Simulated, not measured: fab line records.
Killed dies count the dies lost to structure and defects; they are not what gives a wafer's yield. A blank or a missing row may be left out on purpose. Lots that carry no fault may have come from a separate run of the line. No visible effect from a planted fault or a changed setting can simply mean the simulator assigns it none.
fab line records ; flow sky130
[record] lots = 13; wafers = 39; last-day = 50
route steps=708 shown LOCAL_INTERCONNECT@398 CONTACT@406 PAD_OPEN@708
lots that met no fault: from a run of the same line without faults
start-h: hours from the record's opening day to when the first of the lot's shown wafers began ; wait-h: hours elapsed since this lot's preceding step ; " the same as in the row above ; L1.1+2: a row that stands for several wafers ; - either no value or no given start ; * or withheld: withheld ; < > ~ a bound
route shown NAME@n: names a module that has steps shown in the file, with the first one's number in the route ; usual: mean/standard deviation taken from wafers without a fault ; same: alike in all rows ; chamber/n: place in a boat ; sites: each site's reading ; _std_site: standard deviation of those values ; _edge_site: outer sites' mean less inner sites' ; radius-mm: for every site, how far away it sits from the centre of the wafer ; mask NAME#n: copy n ; behind: the last tool/chamber to shape the wafer ; hold: reason for holding the lot/hours on hold/outcome of the hold ; device: the n, p or np transistor that did not switch ; end of line: the same wafers' tests at the end of the route ; where a step has no rows: the recipe by itself ; killed: not the wafer's yield, but the dies lost to structure and defects at the first sort ; map: shows each die of a wafer: x if killed, . if not, _ if none is there
set.NAME: setting as actually run; set.NAME@STEP: the setting as run at that earlier step ; model.NAME: the simulator's own value behind a step, which no gauge read
steps of the route over a sample of lots; a table a step, a row a wafer
services: a tool's chamber out of use, with start hour (start-h, from the record's first day; less than 0 if before it), hours out, and reason
[[steps]]
[step SKY_LOCAL_INTERCONNECT_CD_MEAS_11]
[recipe] target-cd-nm = 170
[usual] cd-nm = 169.9/1.4
lot.wafer;tool;chamber;start-h;wait-h;cd-nm
L772.2;cd-sem-01;-;709.57;-;168.6
L772.3;cd-sem-01;-;709.57;-;168.0
L772.6;cd-sem-01;-;709.57;-;168.7
L773.1;cd-sem-01;-;724.11;-;171.0
L773.3;cd-sem-01;-;724.11;-;171.8
L773.4;cd-sem-01;-;724.11;-;171.5
L774.1;cd-sem-01;-;729.00;-;170.2
L774.4;cd-sem-01;-;729.00;-;171.2
L774.5;cd-sem-01;-;729.00;-;171.0
L776.3;cd-sem-02;-;761.51;-;168.3
L776.4;cd-sem-02;-;761.51;-;169.1
L776.6;cd-sem-02;-;761.51;-;168.9
L778.3;cd-sem-01;-;762.20;-;170.4
L778.4;cd-sem-01;-;762.20;-;170.1
L778.6;cd-sem-01;-;762.20;-;169.3
L785.2;cd-sem-02;-;818.07;-;169.1
L785.3;cd-sem-02;-;818.07;-;166.6
L785.5;cd-sem-02;-;818.07;-;168.6
L786.1;cd-sem-02;-;824.56;-;169.7
L786.4;cd-sem-02;-;824.56;-;169.6
L786.5;cd-sem-02;-;824.56;-;171.6
L787.3;cd-sem-02;-;832.26;-;169.6
L787.4;cd-sem-02;-;832.26;-;169.7
L787.6;cd-sem-02;-;832.26;-;169.2
L791.1;cd-sem-02;-;862.97;-;170.5
L791.5;cd-sem-02;-;862.97;-;170.8
L791.6;cd-sem-02;-;862.97;-;170.1
L790.1;cd-sem-02;-;864.31;-;170.2
L790.2;cd-sem-02;-;864.31;-;169.1
L790.6;cd-sem-02;-;864.31;-;169.6
L792.3;cd-sem-01;-;866.84;-;168.9
L792.5;cd-sem-01;-;866.84;-;169.5
L792.6;cd-sem-01;-;866.84;-;169.9
L793.1;cd-sem-01;-;872.25;-;170.0
L793.3;cd-sem-01;-;872.25;-;169.3
L793.4;cd-sem-01;-;872.25;-;169.8
L794.1;cd-sem-01;-;879.86;-;170.4
L794.3;cd-sem-01;-;879.86;-;170.9
L794.5;cd-sem-01;-;879.86;-;170.3
[step SKY_LOCAL_INTERCONNECT_ETCH_13]
[recipe] chemistry = N2/H2; target = BARC; ion-energy-ev = 200; bias-w = 100; pressure-mtorr = 30; n2-flow-sccm = 100; h2-flow-sccm = 200; icp-w = 500; stop-on = SiO2; time-s = 45.9; target-depth-a = 600
[usual] bias-w = 99.97/0.28; drypump-motor-current-A = 5.6/0.6; oes-product-au = 0.855/0.0048; throttle-valve-pct = 13.224/0.0096
[same] time-s = 45.9
lot.wafer;tool;chamber;start-h;wait-h;bias-w;drypump-motor-current-A;oes-product-au;rf-hours-counter-h;throttle-valve-pct
L772.2;rie-metal-04;1;709.71;0.0;99.80;4.7;0.852;13;13.225
L772.3;rie-metal-04;1;709.71;0.0;98.95;4.7;0.846;-;13.220
L772.6;rie-metal-04;0;709.71;0.0;99.80;6.5;0.856;-;13.222
L773.1;rie-metal-04;1;724.26;0.0;100.12;4.8;0.862;13;13.240
L773.3;rie-metal-04;1;724.26;0.0;100.21;4.7;0.858;-;13.219
L773.4;rie-metal-04;0;724.26;0.0;100.32;6.5;0.851;-;13.223
L774.1;rie-metal-04;0;729.16;0.0;87.97;6.5;0.845;7;13.236
L774.4;rie-metal-04;1;729.16;0.0;99.80;4.7;0.845;-;13.217
L774.5;rie-metal-04;1;729.16;0.0;100.08;4.7;0.847;-;13.228
L776.3;rie-metal-01;0;761.65;0.0;100.31;5.2;0.851;-;13.228
L776.4;rie-metal-01;1;761.65;0.0;100.35;6.1;0.859;-;13.222
L776.6;rie-metal-01;0;761.65;0.0;99.87;5.2;0.861;-;13.218
L778.3;rie-metal-04;0;762.33;0.0;87.28;6.4;0.855;-;13.234
L778.4;rie-metal-04;1;762.33;0.0;99.94;4.7;0.855;-;13.218
L778.6;rie-metal-04;1;762.33;0.0;99.83;4.7;0.861;-;13.215
L785.2;rie-metal-04;1;818.21;0.0;100.39;4.7;0.856;17;13.206
L785.3;rie-metal-04;0;818.21;0.0;100.22;6.4;0.857;-;13.217
L785.5;rie-metal-04;1;818.21;0.0;99.91;4.7;0.858;-;13.215
L786.1;rie-metal-03;0;824.71;0.0;99.72;5.9;0.852;3;13.221
L786.4;rie-metal-03;0;824.71;0.0;100.21;5.8;0.859;-;13.211
L786.5;rie-metal-03;1;824.71;0.0;100.17;5.1;0.857;-;13.227
L787.3;rie-metal-04;1;832.40;0.0;99.49;4.7;0.853;-;13.214
L787.4;rie-metal-04;0;832.40;0.0;100.20;6.5;0.848;-;13.227
L787.6;rie-metal-04;1;832.40;0.0;100.14;4.7;0.854;-;13.210
L791.1;rie-metal-04;1;863.13;0.0;99.82;4.7;0.857;19;13.229
L791.5;rie-metal-04;1;863.13;0.0;99.98;4.7;0.854;-;13.220
L791.6;rie-metal-04;0;863.13;0.0;99.71;6.5;0.850;-;13.208
L790.1;rie-metal-03;1;864.46;0.0;99.78;5.1;0.856;13;13.214
L790.2;rie-metal-03;0;864.46;0.0;99.92;5.8;0.844;4;13.216
L790.6;rie-metal-03;1;864.46;0.0;100.04;5.1;0.854;-;13.230
L792.3;rie-metal-01;0;866.98;0.0;99.46;5.2;0.856;-;13.236
L792.5;rie-metal-01;1;866.98;0.0;100.43;6.1;0.864;-;13.236
L792.6;rie-metal-01;0;866.98;0.0;99.16;5.2;0.858;-;13.237
L793.1;rie-metal-04;0;872.41;0.0;100.14;6.4;0.853;13;13.223
L793.3;rie-metal-04;0;872.41;0.0;99.62;6.4;0.865;-;13.235
L793.4;rie-metal-04;0;872.41;0.0;99.83;6.4;0.854;-;13.200
L794.1;rie-metal-01;1;880.01;0.0;100.13;6.1;0.858;1;13.213
L794.3;rie-metal-01;1;880.01;0.0;100.42;6.1;0.850;-;13.230
L794.5;rie-metal-01;0;880.01;0.0;100.33;5.2;0.857;-;13.252
[step SKY_CONTACT_CVD_00]
[recipe] material = Si3N4; target-thk-nm = 75; temp-c = 400; time-s = withheld; rf-w = 450
[usual] heater-power-w = 771/110
lot.wafer;tool;chamber;start-h;wait-h;heater-power-w
L772.2;pecvd-03;1;710.44;0.0;619
L772.3;pecvd-03;0;710.44;0.0;864
L772.6;pecvd-03;2;710.44;0.0;942
L773.1;pecvd-03;2;724.97;0.0;815
L773.3;pecvd-03;1;724.97;0.0;601
L773.4;pecvd-03;2;724.97;0.0;833
L774.1;pecvd-03;1;729.86;0.0;636
L774.4;pecvd-03;1;729.86;0.0;662
L774.5;pecvd-03;0;729.86;0.0;817
L776.3;pecvd-04;2;762.37;0.0;779
L776.4;pecvd-04;1;762.37;0.0;881
L776.6;pecvd-04;2;762.37;0.0;788
L778.3;pecvd-02;0;763.07;0.0;704
L778.4;pecvd-02;2;763.07;0.0;602
L778.6;pecvd-02;2;763.07;0.0;615
L785.2;pecvd-02;2;818.95;0.0;600
L785.3;pecvd-02;2;818.95;0.0;600
L785.5;pecvd-02;0;818.95;0.0;768
L786.1;pecvd-03;2;825.44;0.0;842
L786.4;pecvd-03;0;825.44;0.0;853
L786.5;pecvd-03;0;825.44;0.0;843
L787.3;pecvd-02;2;833.17;0.0;678
L787.4;pecvd-02;0;833.17;0.0;750
L787.6;pecvd-02;0;833.17;0.0;749
L791.1;pecvd-03;0;863.84;0.0;876
L791.5;pecvd-03;1;863.84;0.0;646
L791.6;pecvd-03;0;863.84;0.0;920
L790.1;pecvd-04;1;865.20;0.0;852
L790.2;pecvd-04;0;865.20;0.0;744
L790.6;pecvd-04;0;865.20;0.0;734
L792.3;pecvd-02;2;867.66;0.0;724
L792.5;pecvd-02;1;867.66;0.0;514
L792.6;pecvd-02;0;867.66;0.0;726
L793.1;pecvd-04;1;873.28;0.0;786
L793.3;pecvd-04;2;873.28;0.0;678
L793.4;pecvd-04;0;873.28;0.0;829
L794.1;pecvd-03;0;880.75;0.0;953
L794.3;pecvd-03;1;880.75;0.0;605
L794.5;pecvd-03;2;880.75;0.0;928
[step SKY_CONTACT_THK_MEAS_01]
[recipe] reads = Si3N4_of_CONTACT_CVD_00
[usual] CONTACT_CVD_00_THK = 74.7/0.93
lot.wafer;tool;chamber;start-h;wait-h;CONTACT_CVD_00_THK[nm]
L772.2;film-metro-01;-;710.49;-;74.5
L772.3;film-metro-01;-;710.49;-;74.8
L772.6;film-metro-01;-;710.49;-;77.4
L773.1;film-metro-01;-;725.00;-;74.7
L773.3;film-metro-01;-;725.00;-;73.9
L773.4;film-metro-01;-;725.00;-;76.0
L774.1;film-metro-03;-;729.90;-;74.1
L774.4;film-metro-03;-;729.90;-;75.6
L774.5;film-metro-03;-;729.90;-;75.9
L776.3;film-metro-04;-;762.42;-;73.1
L776.4;film-metro-04;-;762.42;-;74.3
L776.6;film-metro-04;-;762.42;-;74.0
L778.3;film-metro-04;-;763.12;-;74.3
L778.4;film-metro-04;-;763.12;-;75.1
L778.6;film-metro-04;-;763.12;-;75.8
L785.2;film-metro-03;-;819.01;-;73.9
L785.3;film-metro-03;-;819.01;-;75.1
L785.5;film-metro-03;-;819.01;-;74.8
L786.1;film-metro-01;-;825.49;-;75.3
L786.4;film-metro-01;-;825.49;-;76.4
L786.5;film-metro-01;-;825.49;-;75.7
L787.3;film-metro-01;-;833.22;-;75.2
L787.4;film-metro-01;-;833.22;-;74.4
L787.6;film-metro-01;-;833.22;-;73.9
L791.1;film-metro-03;-;863.87;-;74.3
L791.5;film-metro-03;-;863.87;-;74.8
L791.6;film-metro-03;-;863.87;-;75.1
L790.1;film-metro-01;-;865.23;-;74.4
L790.2;film-metro-01;-;865.23;-;74.7
L790.6;film-metro-01;-;865.23;-;75.7
L792.3;film-metro-01;-;867.72;-;74.5
L792.5;film-metro-01;-;867.72;-;75.4
L792.6;film-metro-01;-;867.72;-;75.3
L793.1;film-metro-03;-;873.31;-;73.6
L793.3;film-metro-03;-;873.31;-;72.6
L793.4;film-metro-03;-;873.31;-;74.2
L794.1;film-metro-04;-;880.78;-;74.7
L794.3;film-metro-04;-;880.78;-;73.5
L794.5;film-metro-04;-;880.78;-;76.1
[step SKY_PAD_OPEN_PROBE_99]
[usual] killed_at_M0_to_M3 = 44/6.8; killed_at_M4_up = 3.1/1.9; killed-at-contacts = 25/5.9; killed-at-front-end = 15/4.3; killed-at-other = 0.2/0.51; killed-dies = 87/11; killed-open = 47/7.9; killed-short = 39/6.4
[same] gross-dies = 492; killed-at-back-side = 0
lot.wafer;tool;chamber;start-h;wait-h;killed_at_M0_to_M3;killed_at_M4_up;killed-at-contacts;killed-at-front-end;killed-at-other;killed-dies;killed-open;killed-short
L785.2;prober-01;-;1160.99;0.1;43;4;24;16;0;87;45;42
L785.3;prober-01;-;1161.04;0.2;31;4;28;9;1;73;29;44
L785.5;prober-01;-;1161.14;0.2;44;3;19;11;0;77;33;44
L792.3;prober-02;-;1187.87;0.2;46;3;34;21;0;104;62;42
L792.5;prober-02;-;1187.97;0.2;48;4;22;13;0;87;48;39
L792.6;prober-02;-;1188.02;0.2;48;3;25;18;0;94;46;48
// killed by level:class
L785.2 VIA1:geometric-particle:open=10 METAL2:geometric-particle:short=8 VIA3:geometric-particle:open=8 LI_CONTACT:geometric-particle:open=7 LOCAL_INTERCONNECT:geometric-particle:short=6 METAL3:geometric-particle:short=6 FIELD_ISO:geometric-particle:open=5 VIA2:geometric-particle:open=5
L785.3 LOCAL_INTERCONNECT:geometric-particle:short=8 VIA3:geometric-particle:open=6 CONTACT:geometric-particle:open=6 CONTACT:geometric-particle:short=6 VIA1:geometric-particle:open=6 LI_CONTACT:geometric-particle:short=5 VIA3:geometric-particle:short=5 LI_CONTACT:geometric-particle:open=3
L785.5 VIA3:geometric-particle:open=11 VIA1:geometric-particle:short=8 LI_CONTACT:geometric-particle:open=6 METAL3:geometric-particle:short=6 VIA3:geometric-particle:short=5 LOCAL_INTERCONNECT:geometric-particle:short=4 CONTACT:geometric-particle:open=4 METAL1:geometric-particle:short=4
L792.3 CONTACT:geometric-particle:open=14 VIA1:geometric-particle:open=13 LI_CONTACT:geometric-particle:open=8 FIELD_ISO:geometric-particle:short=7 CONTACT:geometric-particle:short=6 VIA1:geometric-particle:short=6 VIA3:geometric-particle:open=6 METAL1:geometric-particle:short=5
L792.5 VIA1:geometric-particle:open=14 LI_CONTACT:geometric-particle:open=9 VIA2:geometric-particle:open=8 VIA1:geometric-particle:short=6 CONTACT:geometric-particle:open=6 FIELD_ISO:geometric-particle:short=4 METAL3:geometric-particle:short=4 CONTACT:geometric-particle:short=4
L792.6 LI_CONTACT:geometric-particle:open=10 METAL2:geometric-particle:short=9 POLY_GATE:geometric-particle:short=7 VIA1:geometric-particle:open=6 CONTACT:geometric-particle:open=6 METAL2:geometric-particle:open=6 FIELD_ISO:geometric-particle:open=5 VIA2:geometric-particle:open=5
[[services]]
tool;chamber;start-h;hours;kind
pecvd-04;2;690.42;18.6;repair
pecvd-02;-;692.80;1.5;repair
pecvd-02;-;694.35;0.8;repair
pecvd-04;0;703.25;3.0;repair
pecvd-02;0;708.65;23.6;repair
rie-metal-01;-;713.53;0.5;repair
pecvd-02;1;726.54;4.9;repair
pecvd-02;-;758.92;0.8;repair
rie-metal-04;-;767.65;2.8;pm
pecvd-03;2;779.11;2.1;scheduled-down
pecvd-03;0;781.24;2.1;scheduled-down
pecvd-04;2;794.15;6.0;repair
pecvd-04;-;795.64;0.8;repair
pecvd-04;1;799.72;5.7;repair
pecvd-03;-;804.13;6.0;pm
rie-metal-03;0;817.35;3.8;repair
pecvd-02;1;818.11;15.3;repair
pecvd-03;1;818.12;-;clean
pecvd-03;1;818.12;-;consumable-replace:showerhead
pecvd-03;1;818.12;29.0;scheduled-down
rie-metal-04;-;849.77;0.3;repair
rie-metal-04;1;864.63;-;clean
rie-metal-04;1;864.63;12.5;scheduled-down
rie-metal-04;1;864.63;12.5;vent-cycle
[[key]]
[first-sign] step = SKY_LOCAL_INTERCONNECT_ETCH_13; reading = bias-w; direction = down; sigmas = 44; usual = 99.97; struck = 87.62
effect none on later readings
met-at SKY_LOCAL_INTERCONNECT_ETCH_13
struck-lots L774,L778
struck-wafers L774.1,L778.3
tester-left-out L774,L778
not-acting-at SKY_LOCAL_INTERCONNECT_CD_MEAS_11,SKY_CONTACT_CVD_00,SKY_CONTACT_THK_MEAS_01
onset-between 724.26 729.16
[fault] kind = process-parameter-drift; tool = rie-metal-04; chamber = 0; onset-h = 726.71; steps = SKY_LOCAL_INTERCONNECT_ETCH_13; channel = bias-w; offset = -12.318; shape = step; end-h = 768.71; acts-in = these-recipes-only; stated = 100
// tester-left-out: of these lots the tester's yield and bins aren't shown, on N5 and GAA mostly nor the transistor test; their killed dies are dies lost to structure and defects alone, not to doping, threshold or leakage, so they don't give the yield
